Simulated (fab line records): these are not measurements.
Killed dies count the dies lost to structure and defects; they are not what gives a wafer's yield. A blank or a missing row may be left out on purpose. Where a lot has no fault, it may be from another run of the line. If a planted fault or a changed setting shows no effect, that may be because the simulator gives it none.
Check for tools in common / flow gf180mcu / 11 lots and 33 wafers in the sample

## REASON FOR OPENING
3 of 11 lots carry a flag on the reading NSD_RS at GF_PSD_RS_MEAS_14. Fault-free wafers read 46.12 ohm/sq, with a standard deviation of 0.091.
Rule: a lot is flagged when every wafer of it that has a number lies more than 4 standard deviations from that mean, or none has a number. The other lots count as sound.

lot=L253; measured=day 14 22:14; on=film metro-03; NSD_RS (ohm/sq), wafer by wafer=46.10 46.19 46.16; flag=
lot=L254; measured=day 15 08:37; on=film metro-02; NSD_RS (ohm/sq), wafer by wafer=45.92 45.94 45.97; flag=
lot=L255; measured=day 15 17:01; on=film metro-03; NSD_RS (ohm/sq), wafer by wafer=46.10 46.16 46.15; flag=
lot=L256; measured=day 16 02:13; on=film metro-03; NSD_RS (ohm/sq), wafer by wafer=46.17 46.00 46.17; flag=
lot=L258; measured=day 16 16:40; on=film metro-04; NSD_RS (ohm/sq), wafer by wafer=46.20 46.17 46.18; flag=
lot=L259; measured=day 17 03:32; on=film metro-03; NSD_RS (ohm/sq), wafer by wafer=46.14 46.09 46.17; flag=
lot=L260; measured=day 17 06:28; on=film metro-03; NSD_RS (ohm/sq), wafer by wafer=46.06 46.07 46.03; flag=
lot=L261; measured=day 17 18:57; on=film metro-02; NSD_RS (ohm/sq), wafer by wafer=46.06 45.97 46.04; flag=
lot=L262; measured=day 18 00:37; on=film metro-04; NSD_RS (ohm/sq), wafer by wafer=44.13 44.07 44.09; flag=FLAGGED
lot=L263; measured=day 18 20:44; on=film metro-03; NSD_RS (ohm/sq), wafer by wafer=43.96 44.20 44.08; flag=FLAGGED
lot=L264; measured=day 18 22:14; on=film metro-03; NSD_RS (ohm/sq), wafer by wafer=44.06 43.96 44.02; flag=FLAGGED
Average over the flagged lots: 44.06 ohm/sq; offset from the usual -2.06 ohm/sq, equal to -23 standard deviations.

## TOOL THAT RAN EACH LOT
3 process steps preceding the reading are held in the record, out of 602 steps in the route. Cell contents, in order: the tool; ch with the chambers the sampled wafers went through; the start.
lot=L253; flag=; GF_MVSD_STRIP_10=plasma asher-01 ch 0,1, day 4 22:41; GF_NSD_IMPLANT_09=implanter-02 ch 0, day 14 00:59; GF_NSD_STRIP_11=plasma asher-04 ch 0,1, day 14 01:17
lot=L254; flag=; GF_MVSD_STRIP_10=plasma asher-04 ch 0,1, day 5 04:26; GF_NSD_IMPLANT_09=implanter-02 ch 0, day 14 06:06; GF_NSD_STRIP_11=plasma asher-01 ch 0,1, day 14 06:22
lot=L255; flag=; GF_MVSD_STRIP_10=plasma asher-04 ch 0,1, day 5 11:08; GF_NSD_IMPLANT_09=implanter-04 ch 0, day 14 18:28; GF_NSD_STRIP_11=plasma asher-03 ch 0,1, day 14 18:46
lot=L256; flag=; GF_MVSD_STRIP_10=plasma asher-02 ch 0,1, day 5 14:43; GF_NSD_IMPLANT_09=implanter-01 ch 0, day 15 03:45; GF_NSD_STRIP_11=plasma asher-03 ch 0,1, day 15 04:02
lot=L258; flag=; GF_MVSD_STRIP_10=plasma asher-02 ch 0,1, day 6 03:40; GF_NSD_IMPLANT_09=implanter-04 ch 0, day 15 17:04; GF_NSD_STRIP_11=plasma asher-03 ch 0,1, day 15 17:22
lot=L259; flag=; GF_MVSD_STRIP_10=plasma asher-04 ch 0,1, day 6 10:43; GF_NSD_IMPLANT_09=implanter-01 ch 0, day 16 03:56; GF_NSD_STRIP_11=plasma asher-01 ch 0, day 16 04:14
lot=L260; flag=; GF_MVSD_STRIP_10=plasma asher-02 ch 0,1, day 6 16:37; GF_NSD_IMPLANT_09=implanter-04 ch 0, day 16 07:38; GF_NSD_STRIP_11=plasma asher-03 ch 0,1, day 16 07:56
lot=L261; flag=; GF_MVSD_STRIP_10=plasma asher-01 ch 0,1, day 6 21:53; GF_NSD_IMPLANT_09=implanter-04 ch 0, day 16 19:27; GF_NSD_STRIP_11=plasma asher-04 ch 0,1, day 16 19:44
lot=L262; flag=FLAGGED; GF_MVSD_STRIP_10=plasma asher-02 ch 0,1, day 7 01:51; GF_NSD_IMPLANT_09=implanter-04 ch 0, day 17 00:22; GF_NSD_STRIP_11=plasma asher-04 ch 0,1, day 17 00:58
lot=L263; flag=FLAGGED; GF_MVSD_STRIP_10=plasma asher-02 ch 0,1, day 7 13:13; GF_NSD_IMPLANT_09=implanter-02 ch 0, day 17 19:58; GF_NSD_STRIP_11=plasma asher-03 ch 0,1, day 17 20:32
lot=L264; flag=FLAGGED; GF_MVSD_STRIP_10=plasma asher-04 ch 0,1, day 7 14:13; GF_NSD_IMPLANT_09=implanter-02 ch 0, day 17 21:00; GF_NSD_STRIP_11=plasma asher-01 ch 0,1, day 17 21:35
What the steps here do:
- GF_MVSD_STRIP_10: strips in O2/N2.
- GF_NSD_IMPLANT_09
- GF_NSD_STRIP_11: strips in O2/N2.
- GF_PSD_RS_MEAS_14: measures by four-point-probe.

## FLAGGED AGAINST TOTAL, ONE TOOL AT A TIME (gauges that did the reading follow at the end)
step=GF_MVSD_STRIP_10; tool=plasma asher-01; lots run=2; flagged=0; share of the flagged lots=none; sound lots run after its first flagged lot=-
step=GF_MVSD_STRIP_10; tool=plasma asher-02; lots run=5; flagged=2; share of the flagged lots=some; sound lots run after its first flagged lot=0
step=GF_MVSD_STRIP_10; tool=plasma asher-04; lots run=4; flagged=1; share of the flagged lots=some; sound lots run after its first flagged lot=0
step=GF_NSD_IMPLANT_09; tool=implanter-01; lots run=2; flagged=0; share of the flagged lots=none; sound lots run after its first flagged lot=-
step=GF_NSD_IMPLANT_09; tool=implanter-02; lots run=4; flagged=2; share of the flagged lots=some; sound lots run after its first flagged lot=0
step=GF_NSD_IMPLANT_09; tool=implanter-04; lots run=5; flagged=1; share of the flagged lots=some; sound lots run after its first flagged lot=0
step=GF_NSD_STRIP_11; tool=plasma asher-01; lots run=3; flagged=1; share of the flagged lots=some; sound lots run after its first flagged lot=0
step=GF_NSD_STRIP_11; tool=plasma asher-03; lots run=5; flagged=1; share of the flagged lots=some; sound lots run after its first flagged lot=0
step=GF_NSD_STRIP_11; tool=plasma asher-04; lots run=3; flagged=1; share of the flagged lots=some; sound lots run after its first flagged lot=0
step=GF_PSD_RS_MEAS_14; tool=film metro-02; lots run=2; flagged=0; share of the flagged lots=none; sound lots run after its first flagged lot=-
step=GF_PSD_RS_MEAS_14; tool=film metro-03; lots run=7; flagged=2; share of the flagged lots=some; sound lots run after its first flagged lot=0
step=GF_PSD_RS_MEAS_14; tool=film metro-04; lots run=2; flagged=1; share of the flagged lots=some; sound lots run after its first flagged lot=0

## WHAT THE TABLE ALLOWS
No row of the table ran every flagged lot.

## WHAT THE SIMULATOR HAD INSERTED
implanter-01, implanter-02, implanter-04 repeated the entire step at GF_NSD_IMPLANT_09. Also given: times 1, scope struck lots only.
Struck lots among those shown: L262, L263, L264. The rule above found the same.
